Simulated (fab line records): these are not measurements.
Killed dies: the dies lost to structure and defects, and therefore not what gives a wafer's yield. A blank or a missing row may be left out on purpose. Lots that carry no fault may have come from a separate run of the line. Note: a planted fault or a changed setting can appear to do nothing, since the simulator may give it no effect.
One fault through the eyes of 2 desks ; flow gf180mcu ; only its own numbers are on each desk; what lay behind them is given at the end

## METROLOGY DESK
What the gauges read for every lot (on any tool): the sampled wafers with a number, averaged. If a lot's mean is further than 4 standard deviations from the usual mean, the lot is out of limits and carries the mark OUT (the distance appears in the brackets).
Columns: A = HV_LDD_CVD_56_THK at GF_HV_LDD_THK_MEAS_57, usual 90.1 nm; B = PSD_RS at GF_PSD_RS_MEAS_15, usual 108.54 ohm/sq; C = SAB_CVD_00_THK at GF_SAB_THK_MEAS_01, usual 49.9 nm; D = cdNm at GF_SAB_CD_MEAS_09, usual 420.7 nm
lot;first seen here;A;B;C;D
L166;day 12 20:34;90.4;108.42;50.5;417.7
L168;day 13 08:04;90.8;108.11;50.4;418.6
L169;day 13 13:34;90.0;108.25;49.6;420.1
L170;day 14 06:18;89.7;108.58;49.2;419.4
L171;day 14 08:49;88.6;108.75;49.8;423.1
L172;day 14 16:59;91.0;108.58;49.5;423.2
L173;day 15 02:00;91.2;108.65;49.7;422.1
L174;day 15 11:37;90.0;108.62;50.1;421.6
L176;day 16 06:14;90.9;108.58;50.2;425.0
L179;day 17 12:02;90.9;108.97;49.9;422.0
L180;day 17 16:36;90.2;108.41;44.4 (-7.5) OUT;421.2
L187;day 19 21:22;89.1;108.51;50.7;418.3
L188;day 20 05:34;89.3;108.75;49.2;421.0
Finding of this desk: L180 out of limits, first seen on L180 at day 19 18:00 (SAB_CVD_00_THK at GF_SAB_THK_MEAS_01). L166, L168, L169, L170, L171, L172, L173, L174, L176, L179, L187, L188 stayed within limits.

## DESK OF THE TOOL OWNER: pecvd-02
The tool's own readings at GF_SAB_CVD_00 (deposits SiO2 from TEOS, target thk 50 nm, time 4.9302 s): means of the sampled wafers that have a number, for each lot that ran on this tool. If a lot's mean is further than 4 standard deviations from the usual mean, the lot is out of limits and carries the mark OUT (the distance appears in the brackets).
Columns: A = heaterPowerW at GF_SAB_CVD_00, usual 694 W
lot;first seen here;A
L166;day 14 14:39;556
L168;day 15 02:23;653
L172;day 16 13:11;653
L174;day 17 08:59;561
L176;day 18 04:41;610
L180;day 19 17:58;625
Finding of this desk: none of the 6 lots has anything out of limits.

## PUT TOGETHER
An alarm was possible from the metrology desk at day 19 18:00, on L180.
Nothing out of limits was seen by the tool owner's desk.
Tool owner's desk: L180 on record, inside its limits.
Every lot named ran GF_SAB_CVD_00 on pecvd-02.

## WHAT THE SIMULATOR HAD INSERTED
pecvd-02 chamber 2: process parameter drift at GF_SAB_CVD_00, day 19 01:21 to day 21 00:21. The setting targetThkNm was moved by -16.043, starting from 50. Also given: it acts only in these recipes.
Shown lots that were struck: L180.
Per desk, hours elapsed from the start of the fault to the first reading out of limits: for the metrology desk, 17.
